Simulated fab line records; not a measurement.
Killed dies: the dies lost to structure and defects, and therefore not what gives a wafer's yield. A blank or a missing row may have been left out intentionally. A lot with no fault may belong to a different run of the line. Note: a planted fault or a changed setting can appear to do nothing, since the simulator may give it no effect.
Chamber matching    flow gf180mcu    4 sister chambers for GF_V5_CMP_04 on cmp-02
The step polishes SiO2. 4 wafers are shown with their chamber, then 7 later ones without.

## WAFERS PAIRED WITH THEIR CHAMBERS
wafer   chamber  motor current A (A)
L325.4  0        12.0
L327.1  2        12.5
L328.1  1        12.6
L328.2  3        13.5

## WAFERS WITH NO CHAMBER GIVEN
wafer   motor current A (A)
L328.6  11.4
L330.2  12.1
L330.5  12.1
L330.6  14.4
L332.1  12.0
L332.3  11.4
L332.4  11.7

## CHAMBER TAKEN BY EACH
wafer   from the rows above           in truth
L328.6  can't be placed: 0 or 2 or 1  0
L330.2  can't be placed: 0 or 2 or 1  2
L330.5  can't be placed: 0 or 2 or 1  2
L330.6  can't be placed: 3 or 1       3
L332.1  can't be placed: 0 or 2 or 1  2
L332.3  can't be placed: 0 or 2 or 1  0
L332.4  can't be placed: 0 or 2 or 1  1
Correct placement for 0 of the 7. These rows do not allow placing 7 (true chamber among the candidates in 7). 0 placed wrongly.
How it was worked out, from the rows above alone: a wafer's distance from a chamber is the root of the sum, over the readings, of the square of ((its reading less the chamber's mean) divided by the reading's scatter). If the next closest chamber is less than 2 further off than the closest, the wafer can't be placed; otherwise it belongs to the closest. Each chamber's mean is taken over the wafers shown for it. The scatter: root of mean squared gap, hidden wafer to nearest shown wafer, with one shown wafer a chamber.
